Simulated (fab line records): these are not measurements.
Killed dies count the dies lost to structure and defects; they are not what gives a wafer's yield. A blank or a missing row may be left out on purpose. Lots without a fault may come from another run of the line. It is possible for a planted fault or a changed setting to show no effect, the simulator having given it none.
Comparing a struck lot with a sound one :: flow sky130 :: 42 out of 708 route steps
Sound: these wafers, L738.2, L738.3, L738.4. Struck: wafers L745.1, L745.5 (left out: L745.2, a lot-mate that was not struck); the cause follows at the end.
Order at every step that has rows: each side's tool, ch and its chambers, its first start. Under that, the readings that differ: sound wafers :: struck wafers :: difference of the means :: sigmas: that difference in standard deviations of wafers without a fault.
alike: readings with means less than 2 such deviations apart, plus words and numbers identical on both sides. not compared: withheld readings, readings lacking a value on some wafer, bounds such as >300 that could conceal the same value, and numbers that have no deviation in the record and whose values overlap.
The two part at a step that has a row with sigmas, a row that says differs or no value, or rows on one side only. Numbers that have no deviation but don't overlap get no sigmas and don't part them. A reading missing from all wafers of one side parts the sides only when that side holds two or more wafers.

SKY_SD_P_OVL_MEAS_08:
  struck on overlay-02, day 30 19:02; sound on overlay-01, day 28 23:11
  alike: SD_P_OVL
next, for these wafers, 1 step has no rows: SKY_SD_P_IMPLANT_09.
SKY_SD_P_STRIP_10: strips in O2/N2.
  sound on plasma asher-02 ch 0,1, day 28 23:22; struck on plasma asher-02 ch 0,1, day 30 19:13
reading: strip time to endpoint s (s)
sound: 17.60 17.61 17.60
struck: 17.47 17.47
difference: -0.13
sigmas: -3
  alike: drypump motor current A, oes product au
  not compared: rf hours counter h
SKY_SD_P_TW_MEAS_11:
  struck on film metro-04, day 30 19:19; sound on film metro-04, day 28 23:28
  alike: SD_P_TW
then, 8 steps without rows for these wafers: SKY_RES_XHIGH_DEHYDRATE_00 (time 60 s); SKY_RES_XHIGH_HMDS_01 (prime time 60 s); SKY_RES_XHIGH_COAT_02 (resist thk 1140 nm); SKY_RES_XHIGH_SOFTBAKE_03 (time 60 s); SKY_RES_XHIGH_EXPOSE_04 (exposes mask URPM, target cd 1270 nm); SKY_RES_XHIGH_PEB_05; SKY_RES_XHIGH_DEVELOP_06 (develop time 60 s); SKY_RES_XHIGH_IMPLANT_07.
SKY_RES_XHIGH_STRIP_08: strips in O2/N2.
  sound on plasma asher-01 ch 0,1, day 30 03:05; struck on plasma asher-03 ch 1, day 31 22:28
  alike: drypump motor current A, oes product au, strip time to endpoint s
  not compared: rf hours counter h
SKY_RES_XHIGH_TW_MEAS_09:
  struck on film metro-04, day 31 22:34; sound on film metro-04, day 30 03:11
  alike: RES_XHIGH_TW
then, 7 steps without rows for these wafers: SKY_SD_N_DEHYDRATE_00 (time 60 s); SKY_SD_N_HMDS_01 (prime time 60 s); SKY_SD_N_COAT_02 (resist thk 1140 nm); SKY_SD_N_SOFTBAKE_03 (time 60 s); SKY_SD_N_EXPOSE_04 (exposes mask NSDM, target cd 380 nm); SKY_SD_N_PEB_05; SKY_SD_N_DEVELOP_06 (develop time 60 s).
SKY_SD_N_CD_MEAS_07: the cd target is 380 nm.
  struck on cd sem-02, day 33 01:32; sound on cd sem-02, day 31 05:54
  alike: cd nm
SKY_SD_N_OVL_MEAS_08:
  struck on overlay-01, day 33 01:39; sound on overlay-01, day 31 06:00
  alike: SD_N_OVL
then, 2 steps without rows for these wafers: SKY_SD_N_IMPLANT_09; SKY_SD_N_IMPLANT_10.
SKY_SD_N_STRIP_11: strips in O2/N2.
  sound on plasma asher-03 ch 0,1, day 31 06:20; struck on plasma asher-01 ch 0,1, day 33 01:59
  alike: drypump motor current A, oes product au, strip time to endpoint s
  not compared: rf hours counter h
SKY_SD_N_TW_MEAS_12:
  struck on film metro-04, day 33 02:05; sound on film metro-03, day 31 06:26
  alike: SD_N_TW
then, 1 step without rows for these wafers: SKY_SD_N_CLEAN_13 (cleans in SC1/SC2, time 150 s).
SKY_SD_N_RTA_14: time 2 s.
  sound on rtp anneal-02 ch 0, day 31 06:33; struck on rtp anneal-02 ch 0, day 33 02:12
  alike: lamp power pct, ramp up c per s, wafer_temp_C_max
SKY_SD_N_RS_MEAS_16: measurement is done with a four-point probe.
  struck on film metro-03, day 33 02:22; sound on film metro-04, day 31 06:44
  alike: SD_N_RS
SKY_SD_N_RS_MEAS_17: measurement is done with a four-point probe.
  struck on film metro-03, day 33 02:29; sound on film metro-04, day 31 06:52
reading: SD_P_RS (ohm/sq)
sound: 146.6 147.0 147.0
struck: 147.6 147.5
difference: +0.7
sigmas: +2
SKY_SD_N_RS_MEAS_18: measurement is done with a four-point probe.
  struck on film metro-03, day 33 02:37; sound on film metro-04, day 31 06:59
reading: RES_XHIGH_RS (ohm/sq)
sound: 331.0 331.1 331.1
struck: 334.1 333.9
difference: +2.9
sigmas: +2
then, 2 steps without rows for these wafers: SKY_SALICIDE_CLEAN_00 (cleans in HF-last, time 30 s); SKY_LI_CONTACT_HDPCVD_00 (deposits PSG, target thk 930 nm, time 157.7 s).
SKY_LI_CONTACT_THK_MEAS_01:
  struck on film metro-03, day 33 02:51; sound on film metro-03, day 31 07:13
  alike: LI_CONTACT_HDPCVD_THK
SKY_LI_CONTACT_CMP_02: polishes PSG.
  sound on cmp-01 ch 1,2,3, day 31 07:37; struck on cmp-02 ch 1,2, day 33 02:55
  alike: motor current A, time to endpoint s
SKY_LI_CONTACT_BOW_MEAS_03:
  struck on film metro-03, day 33 03:13; sound on film metro-04, day 31 07:56
reading: LI_CONTACT_BOW (um)
sound: 75 65 57
struck: 45 46
difference: -20
sigmas: -3
then, 4 steps without rows for these wafers: SKY_LI_CONTACT_DEHYDRATE_04 (time 60 s); SKY_LI_CONTACT_HMDS_05 (prime time 60 s); SKY_LI_CONTACT_COAT_06 (resist thk 60 nm); SKY_LI_CONTACT_COAT_07 (resist thk 450 nm).
-- the record jumps here: 16 days lie between the struck wafers' starts before and after (it left off in module LI_CONTACT and takes up again in module PAD_OPEN, whose first step shown is number 708 of the route) --
SKY_PAD_OPEN_PROBE_99:
  struck on prober-01, day 49 12:06; sound on prober-01, day 48 04:23
reading: killed at other
sound: 1 0 0
struck: 43 45
difference: +44
sigmas: +70

reading: killed dies
sound: 104 98 90
struck: 126 127
difference: +29
sigmas: +3

reading: killed on rim
sound: 23 16 25
struck: 31 27
difference: +8
sigmas: +2
  alike: killed_at_M0_to_M3, killed_at_M4_up, killed at contacts, killed at front end, killed open, killed short

== WHERE THEY PART ==
At SKY_SD_P_STRIP_10 first; at SKY_PAD_OPEN_PROBE_99 last (within this record only).

WHY: whatever the simulator had introduced
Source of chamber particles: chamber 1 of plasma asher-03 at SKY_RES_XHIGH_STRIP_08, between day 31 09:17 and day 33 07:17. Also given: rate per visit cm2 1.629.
